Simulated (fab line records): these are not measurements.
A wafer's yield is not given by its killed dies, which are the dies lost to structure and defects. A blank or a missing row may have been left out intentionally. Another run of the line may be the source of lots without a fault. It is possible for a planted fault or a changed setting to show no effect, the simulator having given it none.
Chamber matching -- flow gf180mcu -- GF_V4_CMP_04 on cmp-01: 4 sister chambers
The step polishes SiO2. 4 wafers are shown with their chamber, then 8 later ones without.

EACH WAFER AND ITS CHAMBER
wafer,chamber,motorCurrentA (A)
L497.5,2,12.0
L502.6,0,11.9
L504.4,1,12.5
L509.2,3,13.7

WAFERS WITH NO CHAMBER GIVEN
wafer,motorCurrentA (A)
L509.3,10.8
L509.4,11.9
L511.1,11.4
L511.3,13.1
L511.4,11.5
L513.1,14.1
L513.2,11.2
L513.6,12.0

WHICH CHAMBER EACH WENT THROUGH
wafer,from the rows above,in truth
L509.3,can't be placed: 0 or 2 or 1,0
L509.4,can't be placed: 0 or 2 or 1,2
L511.1,can't be placed: 0 or 2 or 1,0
L511.3,can't be placed: 1 or 3 or 2 or 0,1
L511.4,can't be placed: 0 or 2 or 1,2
L513.1,3,3
L513.2,can't be placed: 0 or 2 or 1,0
L513.6,can't be placed: 2 or 0 or 1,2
Correct placement for 1 of the 8. Unplaceable from these rows: 7, with the true chamber sitting among the candidates in 7. Placed wrongly: 0.
How it was worked out, from the rows above alone: a wafer's distance from a chamber is the root of the sum, over the readings, of the square of ((its reading less the chamber's mean) divided by the reading's scatter). If the next closest chamber is less than 2 further off than the closest, the wafer can't be placed; otherwise it belongs to the closest. Each chamber's mean is taken over the wafers shown for it. The scatter: root of mean squared gap, hidden wafer to nearest shown wafer, with one shown wafer a chamber.
